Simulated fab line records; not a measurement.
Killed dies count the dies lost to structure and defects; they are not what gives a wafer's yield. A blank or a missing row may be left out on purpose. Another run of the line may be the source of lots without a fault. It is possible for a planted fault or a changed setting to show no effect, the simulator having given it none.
Which tool was responsible? + flow gf180mcu + 42 wafers from 14 lots sampled at 3 of the route's 602 steps

## WHAT EACH GAUGE READ, for each wafer
GF_V2_OVL_MEAS_15.
| lot  | measured     | on         | V2_OVL (nm) |
|------|--------------|------------|-------------|
| L148 | day 20 12:33 | overlay-02 | 10 5 8      |
| L150 | day 21 09:07 | overlay-01 | 22 19 13    |
| L151 | day 21 15:25 | overlay-01 | -3 4 -5     |
| L153 | day 22 21:12 | overlay-01 | 13 10 3     |
| L156 | day 23 20:00 | overlay-02 | -4 -1 -9    |
| L161 | day 25 14:47 | overlay-01 | -5 -6 -10   |
| L164 | day 26 13:52 | overlay-01 | 11 16 18    |
| L163 | day 26 15:16 | overlay-01 | 13 -1 12    |
| L165 | day 26 18:21 | overlay-01 | 4 -2 2      |
| L166 | day 27 08:57 | overlay-01 | -7 -1 -1    |
| L167 | day 27 09:08 | overlay-01 | -4 -9 0     |
| L168 | day 27 17:20 | overlay-01 | 9 16 8      |
| L169 | day 27 19:25 | overlay-01 | -3 5 -10    |
| L170 | day 28 07:41 | overlay-01 | 4 0 2       |

GF_V2_THK_MEAS_25: measures by xrf.
| lot  | measured     | on           | V2_W_THK (nm) |
|------|--------------|--------------|---------------|
| L148 | day 20 13:37 | filmMetro-01 | 370 375 372   |
| L150 | day 21 10:14 | filmMetro-01 | 360 356 363   |
| L151 | day 21 16:28 | filmMetro-01 | 361 358 366   |
| L153 | day 22 22:14 | filmMetro-02 | 370 367 369   |
| L156 | day 23 21:02 | filmMetro-03 | 370 363 362   |
| L161 | day 25 15:49 | filmMetro-03 | 375 371 377   |
| L164 | day 26 14:53 | filmMetro-03 | 359 365 365   |
| L163 | day 26 16:19 | filmMetro-02 | 358 363 357   |
| L165 | day 26 19:23 | filmMetro-03 | 358 361 365   |
| L166 | day 27 09:59 | filmMetro-01 | 361 357 355   |
| L167 | day 27 10:11 | filmMetro-01 | 362 364 366   |
| L168 | day 27 18:43 | filmMetro-02 | 374 370 367   |
| L169 | day 27 20:27 | filmMetro-01 | 361 359 362   |
| L170 | day 28 08:45 | filmMetro-03 | 368 365 365   |

GF_M3_OVL_MEAS_15.
| lot  | measured     | on         | M3_OVL (nm) |
|------|--------------|------------|-------------|
| L148 | day 21 14:40 | overlay-01 | -12 -13 -7  |
| L150 | day 22 10:35 | overlay-02 | -8 -5 -16   |
| L151 | day 22 17:05 | overlay-01 | -7 -8 -10   |
| L153 | day 23 21:11 | overlay-01 | 16 13 3     |
| L156 | day 24 20:13 | overlay-01 | -2 -6 -2    |
| L161 | day 26 13:20 | overlay-01 | -2 -5 5     |
| L164 | day 27 12:14 | overlay-01 | -11 -24 -16 |
| L163 | day 27 13:17 | overlay-01 | -2 -3 -2    |
| L165 | day 27 16:52 | overlay-01 | -6 2 -2     |
| L166 | day 28 06:34 | overlay-01 | 5 1 4       |
| L167 | day 28 07:03 | overlay-01 | -9 -8 0     |
| L168 | day 28 14:35 | overlay-01 | 3 -8 -7     |
| L169 | day 28 16:56 | overlay-01 | -7 -3 -1    |
| L170 | day 29 04:29 | overlay-01 | -2 -3 -6    |

## WHICH TOOL RAN EACH LOT (tool, then ch and the chambers of the sampled wafers, then the start)
Record: no process step prior to these readings.

## WHAT THE TOOLS THEMSELVES READ (means of the sampled wafers that have a number; where no wafer has one, the mark that the record gives instead)
The record holds no such reading with a usual standard deviation.

## THE ANSWER, worked out from the rows above alone
Rule: usual is defined by the lots themselves. Put in order of their means at a reading, lots are off if they are a third of the lots or fewer, leave a main group of 4 or more, and stand apart from it by a gap of 3 or more times the standard deviation of the main group's means; of several such gaps the widest counts. A main group is skipped when, at the precision printed for the reading in the tables above, its means are all equal. A lot without any number at a reading at which 4 lots or more have one is off too. Any other lot the step has rows for is counted as sound. After the gauges, taken in route order, come the tools' own readings; for these a lot's mean is taken, as printed above. The first step at which some lot is off is used, and at that step the reading that is off furthest; a lot without a number counts as furthest.
Nothing can be told from this: no lot is off at any reading shown.

## WHAT HAD BEEN PUT IN BY THE SIMULATOR
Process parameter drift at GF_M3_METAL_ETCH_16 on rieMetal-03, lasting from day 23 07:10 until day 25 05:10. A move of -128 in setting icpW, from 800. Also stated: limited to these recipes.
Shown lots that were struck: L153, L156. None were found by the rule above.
